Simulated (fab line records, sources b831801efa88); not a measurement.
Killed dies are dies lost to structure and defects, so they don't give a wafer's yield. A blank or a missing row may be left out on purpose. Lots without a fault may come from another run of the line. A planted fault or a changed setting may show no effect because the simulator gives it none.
A struck lot beside a sound one | flow sky130 | 17 steps out of a route of 708
Sound: wafers L778.1, L778.3, L778.6. Struck: wafer L780.6. (L780.1, L780.2 of the same lot were not struck and are left out.) The cause comes at the end.
At each step with rows: each side's tool, then ch and its chambers, then its first start. Under that, the readings that differ: sound wafers | struck wafers | difference of the means | sigmas: that difference in standard deviations of wafers without a fault.
alike: readings whose means differ by less than 2 such deviations, and words and numbers that are the same on both sides. not compared: withheld readings, readings that some wafer has no value for, bounds like >300 that may hide the same value, and numbers for which the record gives no deviation and whose values overlap.
The two part at a step that has a row with sigmas, a row that says differs or no value, or rows on one side only. Numbers that don't overlap but have no deviation are shown without sigmas and don't part them. A reading that every wafer of one side lacks parts them only if that side has two wafers or more.

SKY_VT_ADJUST_HVTP_OVL_MEAS_08:
  sound on overlay-02, day 8 08:44; struck on overlay-02, day 8 12:41
  alike: VT_ADJUST_HVTP_OVL
then, 1 step without rows for these wafers: SKY_VT_ADJUST_HVTP_IMPLANT_09.
SKY_VT_ADJUST_HVTP_STRIP_10: strips in O2/N2.
  sound on plasma_asher-02 ch 0,1, day 8 08:55; struck on plasma_asher-04 ch 0, day 8 12:52
  alike: drypump_motor_current_A, oes_product_au, strip_time_to_endpoint_s
  not compared: rf_hours_counter_h
SKY_VT_ADJUST_HVTP_TW_MEAS_11:
  sound on film_metro-01, day 8 09:01; struck on film_metro-02, day 8 12:58
  reading           | sound          | struck | difference | sigmas
  VT_ADJUST_HVTP_TW | 1368 1369 1364 | 1350   | -17        | -2
then, 7 steps without rows for these wafers: SKY_VT_ADJUST_LVTN_DEHYDRATE_00 (time 60 s); SKY_VT_ADJUST_LVTN_HMDS_01 (prime time 60 s); SKY_VT_ADJUST_LVTN_COAT_02 (resist thk 3000 nm); SKY_VT_ADJUST_LVTN_SOFTBAKE_03; SKY_VT_ADJUST_LVTN_EXPOSE_04 (exposes mask NWM COMPLEMENT LESS NATIVE, target cd 840 nm); SKY_VT_ADJUST_LVTN_PEB_05; SKY_VT_ADJUST_LVTN_DEVELOP_06 (develop time 60 s).
SKY_VT_ADJUST_LVTN_OVL_MEAS_07:
  sound on overlay-01, day 9 07:15; struck on overlay-02, day 9 11:03
  alike: VT_ADJUST_LVTN_OVL
SKY_VT_ADJUST_LVTN_IMPLANT_08:
  sound on implanter-04 ch 0, day 9 07:17; struck on implanter-04 ch 0, day 9 11:05
  reading         | sound                | struck | difference | sigmas
  beam_energy_keV | 30.021 30.006 30.020 | 29.994 | -0.022     | -2
  alike: dose_ions_cm2, end_station_pressure_torr
SKY_VT_ADJUST_LVTN_STRIP_09: strips in O2/N2.
  sound on plasma_asher-01 ch 0,1, day 9 07:26; struck on plasma_asher-01 ch 0, day 9 11:14
  alike: drypump_motor_current_A, oes_product_au, strip_time_to_endpoint_s
  not compared: rf_hours_counter_h
SKY_VT_ADJUST_LVTN_TW_MEAS_10:
  sound on film_metro-04, day 9 07:32; struck on film_metro-02, day 9 11:20
  reading           | sound             | struck | difference | sigmas
  VT_ADJUST_LVTN_TW | 241.2 240.2 239.9 | 232.7  | -7.7       | -4
then, 1 step without rows for these wafers: SKY_VT_ADJUST_LVTN_DEHYDRATE_11 (time 60 s).
-- the record jumps here: 39 days lie between the struck wafers' starts before and after (it left off in module VT_ADJUST_LVTN and takes up again in module PAD_OPEN, whose first step shown is number 708 of the route) --
SKY_PAD_OPEN_PROBE_99:
  sound on prober-01, day 48 08:56; struck on prober-01, day 48 13:32
  reading                                 | sound                     | struck  | difference | sigmas
  killed_at_contacts                      | 33 34 26                  | 20      | -11        | -2
  killed_dies                             | 102 91 93                 | 71      | -24        | -3
  killed_short                            | 51 32 48                  | 32      | -12        | -2
  model.etest.nfet_01v8.drive_ua_um_range | 10.64 10.53 9.709         | 16.49   | +6.20      |
  model.etest.nfet_01v8.vt_v_range        | 0.01231 0.005579 0.006259 | 0.02471 | +0.01666   |
  alike: killed_at_M0_to_M3, killed_at_M4_up, killed_at_front_end, killed_at_other, killed_open

WHERE THEY PART
First at SKY_VT_ADJUST_HVTP_TW_MEAS_11; last, within this record, at SKY_PAD_OPEN_PROBE_99.

WHY: what the simulator had put in
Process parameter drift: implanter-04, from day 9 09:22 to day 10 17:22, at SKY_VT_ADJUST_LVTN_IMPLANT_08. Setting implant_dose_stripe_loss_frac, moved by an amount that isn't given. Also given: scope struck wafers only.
